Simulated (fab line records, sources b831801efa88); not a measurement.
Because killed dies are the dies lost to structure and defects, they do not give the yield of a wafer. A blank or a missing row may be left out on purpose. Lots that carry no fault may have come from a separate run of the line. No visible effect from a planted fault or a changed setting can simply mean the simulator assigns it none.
Which tool is to blame? :: flow sky130 :: 13 lots, 39 wafers sampled, at 2 steps of a route of 708

## WHAT EACH GAUGE READ, for each wafer
The record holds no reading of a measuring or inspecting step that can be judged against a usual standard deviation.

## WHICH TOOL RAN EACH LOT (tool, then ch and the chambers of the sampled wafers, then the start)
lot: L247
SKY_LDD_HVP_EXPOSE_04: ilineStepper-02 ch 0, day 20 19:25
SKY_PAD_OPEN_PROBE_99: -

lot: L248
SKY_LDD_HVP_EXPOSE_04: ilineStepper-01 ch 0, day 21 05:20
SKY_PAD_OPEN_PROBE_99: -

lot: L250
SKY_LDD_HVP_EXPOSE_04: ilineStepper-02 ch 0, day 22 00:38
SKY_PAD_OPEN_PROBE_99: -

lot: L252
SKY_LDD_HVP_EXPOSE_04: ilineStepper-02 ch 0, day 23 16:59
SKY_PAD_OPEN_PROBE_99: -

lot: L253
SKY_LDD_HVP_EXPOSE_04: ilineStepper-01 ch 0, day 24 10:53
SKY_PAD_OPEN_PROBE_99: -

lot: L254
SKY_LDD_HVP_EXPOSE_04: ilineStepper-02 ch 0, day 24 12:51
SKY_PAD_OPEN_PROBE_99: -

lot: L255
SKY_LDD_HVP_EXPOSE_04: ilineStepper-02 ch 0, day 24 15:57
SKY_PAD_OPEN_PROBE_99: -

lot: L256
SKY_LDD_HVP_EXPOSE_04: ilineStepper-01 ch 0, day 25 08:30
SKY_PAD_OPEN_PROBE_99: prober-02, day 48 17:58

lot: L258
SKY_LDD_HVP_EXPOSE_04: ilineStepper-01 ch 0, day 25 09:08
SKY_PAD_OPEN_PROBE_99: -

lot: L257
SKY_LDD_HVP_EXPOSE_04: ilineStepper-02 ch 0, day 25 10:29
SKY_PAD_OPEN_PROBE_99: -

lot: L265
SKY_LDD_HVP_EXPOSE_04: ilineStepper-01 ch 0, day 27 09:32
SKY_PAD_OPEN_PROBE_99: -

lot: L269
SKY_LDD_HVP_EXPOSE_04: ilineStepper-01 ch 0, day 28 18:53
SKY_PAD_OPEN_PROBE_99: -

lot: L268
SKY_LDD_HVP_EXPOSE_04: ilineStepper-01 ch 0, day 28 19:54
SKY_PAD_OPEN_PROBE_99: -
- SKY_LDD_HVP_EXPOSE_04: exposes mask HVPTM, target cd 700 nm.
- SKY_PAD_OPEN_PROBE_99

## WHAT THE TOOLS THEMSELVES READ (means of the sampled wafers that have a number; where no wafer has one, the mark that the record gives instead)
SKY_PAD_OPEN_PROBE_99. Usual: killed_at_M0_to_M3 43, standard deviation 6.8; killed_at_M4_up 3.0, standard deviation 1.8; killedAtContacts 23, standard deviation 5.4; killedAtFrontEnd 15, standard deviation 4.4; killedAtOther 0.3, standard deviation 0.51; killedDies 85, standard deviation 9.2; killedOnRim 17, standard deviation 3.7; killedOpen 47, standard deviation 6.8; killedShort 39, standard deviation 6.8.
lot: L256
tool: prober-02
killed_at_M0_to_M3: 41
killed_at_M4_up: 3.0
killedAtContacts: 22
killedAtFrontEnd: 328
killedAtOther: 0.3
killedDies: 395
killedOnRim: 93
killedOpen: 41
killedShort: 37
flag: OFF

## THE ANSWER, worked out from the rows above alone
Rule: a lot counts as off when the mean over its wafers that have a number is more than 3 standard deviations away from the usual mean. A lot without any number at a reading at which 4 lots or more have one is off too. Where the step has rows for the other lots, those lots are counted as sound. Order of review: gauges by route order, followed by the tools' own readings, for which a lot's mean as printed above is used. The first step at which some lot is off is used, and at that step the reading that is off furthest; a lot without a number counts as furthest.
Off: L256, at SKY_PAD_OPEN_PROBE_99 (killedAtFrontEnd). Neither off nor sound, because the step has no rows for them: L247, L248, L250, L252, L253, L254, L255, L258, L257, L265, L269, L268.
If a tool, at that step or one of the process steps before it, ran each lot that is off and ran no sound lot following the first of them, it fits. Can't be told from this: 2 tools fit, ilineStepper-01 at SKY_LDD_HVP_EXPOSE_04, prober-02 at SKY_PAD_OPEN_PROBE_99.

## WHAT HAD BEEN PUT IN BY THE SIMULATOR
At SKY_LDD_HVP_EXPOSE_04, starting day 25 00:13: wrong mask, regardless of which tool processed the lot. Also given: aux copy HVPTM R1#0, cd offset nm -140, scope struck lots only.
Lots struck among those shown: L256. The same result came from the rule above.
